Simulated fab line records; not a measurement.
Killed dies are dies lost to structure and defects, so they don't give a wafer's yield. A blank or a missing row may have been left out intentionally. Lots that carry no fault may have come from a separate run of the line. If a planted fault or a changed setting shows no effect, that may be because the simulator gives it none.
Matching of chambers    flow sky130    cmp-01 running SKY_FIELD_ISO_CMP_27: 4 sister chambers
The step polishes, stops on Si3N4, t overpolish 16 s, target thk 457.8 nm. 4 wafers are shown with their chamber, then 6 later ones without.

WAFERS WITH THEIR CHAMBER
wafer   chamber  motor-current-A (A)
L282.5  0        14.7
L282.6  1        11.4
L284.3  3        12.8
L284.4  2        11.8

WAFERS WITHOUT THEIR CHAMBER
wafer   motor-current-A (A)
L284.6  14.6
L285.1  15.0
L285.3  12.1
L285.4  12.6
L290.4  12.8
L290.5  13.0

THE CHAMBER EACH PASSED THROUGH
wafer   from the rows above           in truth
L284.6  0                             0
L285.1  0                             0
L285.3  can't be placed: 2 or 1 or 3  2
L285.4  3                             3
L290.4  3                             3
L290.5  3                             3
5 of 6 placed correctly. These rows do not allow placing 1 (true chamber among the candidates in 1). 0 placed wrongly.
How it was worked out, from the rows above alone: a wafer's distance from a chamber is the root of the sum, over the readings, of the square of ((its reading less the chamber's mean) divided by the reading's scatter). The wafer belongs to the nearest chamber; if the next one is less than 2 further off, it can't be placed. Each chamber's mean is taken over the wafers shown for it. The scatter (one wafer shown for each chamber): square how far every hidden wafer sits from the nearest shown wafer, average those squares and take the square root.
